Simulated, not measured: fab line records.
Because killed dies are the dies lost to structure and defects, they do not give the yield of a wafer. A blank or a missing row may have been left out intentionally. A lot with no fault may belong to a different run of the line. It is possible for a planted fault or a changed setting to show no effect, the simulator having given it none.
fab line records | flow sky130 | part 2 of 2: steps 37 to 49 of 49
[record] lots = 5 wafers = 15 last-day = 50
route steps=708 shown PWDE@84 VT_ADJUST_HVTP@85 VT_ADJUST_LVTN@97 VT_ADJUST_NCORE@119 VT_ADJUST_HVTR@131
lots that met no fault: taken from a fault-free run of the same line
start-h: hours from the record's opening day to when the first of the lot's shown wafers began | wait-h: hours elapsed since this lot's preceding step | " same as the row above | L1.1+2: a row that stands for several wafers | - no value, or no start given | * or withheld: withheld | < > ~ a bound
route shown NAME@n: a module of which the file shows steps, and the number in the route of the first | usual: the fault-free wafers' mean and standard deviation | same: alike in all rows | chamber/n: place in a boat | sites: per-site readings | _std_site: standard deviation across them | _edge_site: the outer-site mean with the inner-site mean subtracted | radius-mm: how far each site lies from the wafer's centre | mask NAME#n: copy n | behind: the tool/chamber that last shaped the wafer | hold: reason for holding the lot/hours on hold/outcome of the hold | device: the transistor (n, p or np) that didn't switch | end of line: tests run on the same wafers once the route is complete | for a step that has no rows: nothing shown but its recipe | killed: not the wafer's yield, but the dies lost to structure and defects at the first sort | map: a wafer's dies, marking killed ones x, the rest . and places with no die _
set.NAME: the setting that was run; set.NAME@STEP: the one run at that earlier step | model.NAME: the simulator's own value behind a step, which no gauge read
a table for each step, a row for each wafer; lots at some steps of the route
services: a tool's chamber out of use, with start hour (start-h, from the record's first day; less than 0 if before it), hours out, and reason
[[steps]]
[step SKY_VT_ADJUST_NCORE_HMDS_01]
[recipe] prime-time-s = 60 prime-temp-c = 120
// columns lot.wafer tool chamber start-h wait-h
L081.1+3+5 litho-track-02 0 219.49 0.1
L088.1+2+6 litho-track-02 0 264.44 0.1
L089.2+4+6 litho-track-02 0 282.76 0.1
L090.2+4+5 litho-track-03 0 287.02 0.1
L097.2+3+5 litho-track-01 0 333.95 0.1
[step SKY_VT_ADJUST_NCORE_COAT_02]
[recipe] resist = NOVOLAK spin-rpm = 3000 resist-thk-nm = 1140
// columns lot.wafer tool chamber start-h wait-h
L081.1+3+5 litho-track-02 0 219.64 0.1
L088.1+2+6 litho-track-02 0 264.59 0.1
L089.2+4+6 litho-track-02 0 282.91 0.1
L090.2+4+5 litho-track-03 0 287.17 0.1
L097.2+3+5 litho-track-01 0 334.10 0.1
[step SKY_VT_ADJUST_NCORE_SOFTBAKE_03]
[recipe] temp-c = 90 time-s = 60 resist = NOVOLAK
// columns lot.wafer tool chamber start-h wait-h
L081.1+3+5 litho-track-02 0 219.79 0.1
L088.1+2+6 litho-track-02 0 264.74 0.1
L089.2+4+6 litho-track-02 0 283.06 0.1
L090.2+4+5 litho-track-03 0 287.32 0.1
L097.2+3+5 litho-track-01 0 334.25 0.1
[step SKY_VT_ADJUST_NCORE_EXPOSE_04]
[recipe] mask-id = LVTN_COMPLEMENT_THIN na = 0.6 source-shape = conventional sigma-outer = 0.6 polarization = unpolarized target-cd-nm = 380 dose-mj = 139
[same] na = 0.6
// columns lot.wafer tool chamber start-h wait-h mask
L081.1+3+5 iline-stepper-01 0 - - LVTN_COMPLEMENT_THIN#0
L088.1+2+6 iline-stepper-02 0 - - LVTN_COMPLEMENT_THIN#0
L089.2+4+6 iline-stepper-02 0 - - LVTN_COMPLEMENT_THIN#0
L090.2+4+5 iline-stepper-02 0 - - LVTN_COMPLEMENT_THIN#0
L097.2+3+5 iline-stepper-02 0 - - LVTN_COMPLEMENT_THIN#0
[step SKY_VT_ADJUST_NCORE_PEB_05]
[recipe] temp-c = withheld time-s = * resist = NOVOLAK
// columns lot.wafer tool chamber start-h wait-h
L081.1+3+5 litho-track-03 0 - -
L088.1+2+6 litho-track-02 0 - -
L089.2+4+6 litho-track-03 0 - -
L090.2+4+5 litho-track-02 0 - -
L097.2+3+5 litho-track-03 0 - -
[step SKY_VT_ADJUST_NCORE_DEVELOP_06]
[recipe] resist = NOVOLAK developer = TMAH develop-time-s = 60 dev-temp-c = 23
[same] develop-time-s = 60
// columns lot.wafer tool chamber start-h wait-h
L081.1+3+5 litho-track-03 0 230.99 0.1
L088.1+2+6 litho-track-02 0 277.09 0.1
L089.2+4+6 litho-track-03 0 295.47 0.1
L090.2+4+5 litho-track-02 0 300.11 0.1
L097.2+3+5 litho-track-03 0 347.32 0.1
[step SKY_VT_ADJUST_NCORE_CD_MEAS_07]
[recipe] target-cd-nm = 380
[usual] cd-nm = 380.6/2.6
// columns lot.wafer tool chamber start-h wait-h cd-nm
L081.1 cd-sem-01 - 231.14 0.1 383.4
L081.3 " - " " 383.0
L081.5 " - " " 382.1
L088.1 cd-sem-02 - 277.24 0.1 384.9
L088.2 " - " " 383.2
L088.6 " - " " 385.3
L089.2 cd-sem-02 - 295.61 0.1 381.3
L089.4 " - " " 380.0
L089.6 " - " " 382.8
L090.2 cd-sem-02 - 300.26 0.1 380.9
L090.4 " - " " 378.6
L090.5 " - " " 380.4
L097.2 cd-sem-02 - 347.46 0.1 378.1
L097.3 " - " " 375.4
L097.5 " - " " 378.3
[step SKY_VT_ADJUST_NCORE_OVL_MEAS_08]
[usual] VT_ADJUST_NCORE_OVL = 0.0/1.4
// columns lot.wafer tool chamber start-h wait-h VT_ADJUST_NCORE_OVL[nm]
L081.1 overlay-02 - 231.26 0.1 0.4
L081.3 " - " " 1.7
L081.5 " - " " 0.8
L088.1 overlay-01 - 277.36 0.1 0.5
L088.2 " - " " -0.1
L088.6 " - " " -0.1
L089.2 overlay-02 - 295.72 0.1 1.8
L089.4 " - " " 2.4
L089.6 " - " " 0.3
L090.2 overlay-01 - 300.36 0.1 -1.6
L090.4 " - " " -2.2
L090.5 " - " " -1.5
L097.2 overlay-02 - 347.57 0.1 0.2
L097.3 " - " " -0.9
L097.5 " - " " -0.2
[step SKY_VT_ADJUST_NCORE_IMPLANT_09]
[recipe] species = B energy-kev = 10 dose-cm2 = 2.4e+12 tilt-deg = withheld
// columns lot.wafer tool chamber start-h wait-h
L081.1+3+5 implanter-02 0 231.30 0.0
L088.1+2+6 implanter-03 0 277.39 0.0
L089.2+4+6 implanter-04 0 295.77 0.0
L090.2+4+5 implanter-04 0 300.42 0.0
L097.2+3+5 implanter-03 0 347.62 0.0
[step SKY_VT_ADJUST_NCORE_STRIP_10]
[recipe] chemistry = O2/N2 power-w = 1400 pressure-mtorr = 1500 platen-temp-c = withheld o2-flow-sccm = 3000 n2-flow-sccm = 300 overash-fraction = 0.5
[usual] drypump-motor-current-A = 5.4/0.45 oes-product-au = 0.716/0.0053 strip-time-to-endpoint-s = 14.17/0.046
// columns lot.wafer tool chamber start-h wait-h drypump-motor-current-A oes-product-au rf-hours-counter-h strip-time-to-endpoint-s
L081.1 plasma-asher-02 0 231.45 0.1 5.1 0.720 57 14.18
L081.3 " 1 " " 5.0 0.712 - 14.22
L081.5 " 1 " " 5.0 0.708 - 14.21
L088.1 plasma-asher-03 0 277.54 0.1 5.5 0.711 44 14.19
L088.2 " 1 " " 6.3 0.713 44 14.24
L088.6 " 0 " " 5.5 0.709 - 14.23
L089.2 plasma-asher-01 0 295.90 0.1 5.9 0.712 59 14.25
L089.4 " 1 " " 5.4 0.723 - 14.23
L089.6 " 0 " " 5.9 0.718 - 14.17
L090.2 plasma-asher-01 1 300.54 0.1 5.3 0.717 59 14.17
L090.4 " 1 " " 5.3 0.716 - 14.10
L090.5 " 1 " " 5.3 0.715 - 14.13
L097.2 plasma-asher-03 1 347.75 0.1 6.3 0.713 48 14.13
L097.3 " 0 " " 5.6 0.713 - 14.20
L097.5 " 0 " " 5.5 0.716 - 14.17
[step SKY_VT_ADJUST_NCORE_TW_MEAS_11]
[usual] VT_ADJUST_NCORE_TW = 218.5/1.5
// columns lot.wafer tool chamber start-h wait-h VT_ADJUST_NCORE_TW
L081.1 film-metro-02 - 231.55 0.1 217.5
L081.3 " - " " 217.4
L081.5 " - " " 216.3
L088.1 film-metro-04 - 277.64 0.1 220.1
L088.2 " - " " 220.1
L088.6 " - " " 219.2
L089.2 film-metro-04 - 296.01 0.1 219.5
L089.4 " - " " 219.9
L089.6 " - " " 218.7
L090.2 film-metro-04 - 300.65 0.1 219.6
L090.4 " - " " 219.7
L090.5 " - " " 220.2
L097.2 film-metro-02 - 347.86 0.1 219.3
L097.3 " - " " 218.6
L097.5 " - " " 217.5
[step SKY_VT_ADJUST_HVTR_DEHYDRATE_00]
[recipe] temp-c = 200 time-s = 60
// columns lot.wafer tool chamber start-h wait-h
L081.1+3+5 litho-track-04 0 242.79 11.2
L088.1+2+6 litho-track-02 0 289.29 11.6
L089.2+4+6 litho-track-03 0 307.97 11.9
L090.2+4+5 litho-track-03 0 312.67 12.0
L097.2+3+5 litho-track-02 0 360.51 12.6
[step SKY_VT_ADJUST_HVTR_HMDS_01]
[recipe] prime-time-s = 60 prime-temp-c = 120
// columns lot.wafer tool chamber start-h wait-h
L081.1+3+5 litho-track-04 0 242.94 0.1
L088.1+2+6 litho-track-02 0 289.44 0.1
L089.2+4+6 litho-track-03 0 308.12 0.1
L090.2+4+5 litho-track-03 0 312.82 0.1
L097.2+3+5 litho-track-02 0 360.66 0.1
[[services]]
// columns tool chamber start-h hours kind
implanter-01 - 137.83 1.7 repair
plasma-asher-01 - 139.17 2.2 repair
iline-stepper-02 - 156.70 3.8 repair
plasma-asher-04 - 166.90 2.8 pm
plasma-asher-03 - 176.04 9.6 pm
implanter-01 - 210.95 1.1 repair
plasma-asher-03 - 249.57 1.1 repair
iline-stepper-02 - 254.06 2.2 repair
plasma-asher-03 - 256.39 6.4 repair
iline-stepper-01 - 261.41 2.1 pm
implanter-04 - 264.03 3.9 pm
implanter-03 - 265.71 3.1 pm
iline-stepper-01 - 265.76 1.7 pm
plasma-asher-01 - 277.42 3.7 repair
iline-stepper-01 - 286.49 2.8 repair
implanter-03 - 298.83 3.2 repair
iline-stepper-02 - 305.94 4.4 pm
iline-stepper-02 - 315.84 1.7 pm
implanter-01 - 316.55 1.1 repair
iline-stepper-01 - 319.72 4.4 pm
implanter-04 - 337.83 3.6 repair
iline-stepper-02 - 342.34 5.6 repair
plasma-asher-04 - 344.65 0.7 repair
plasma-asher-02 - 345.82 1.3 repair
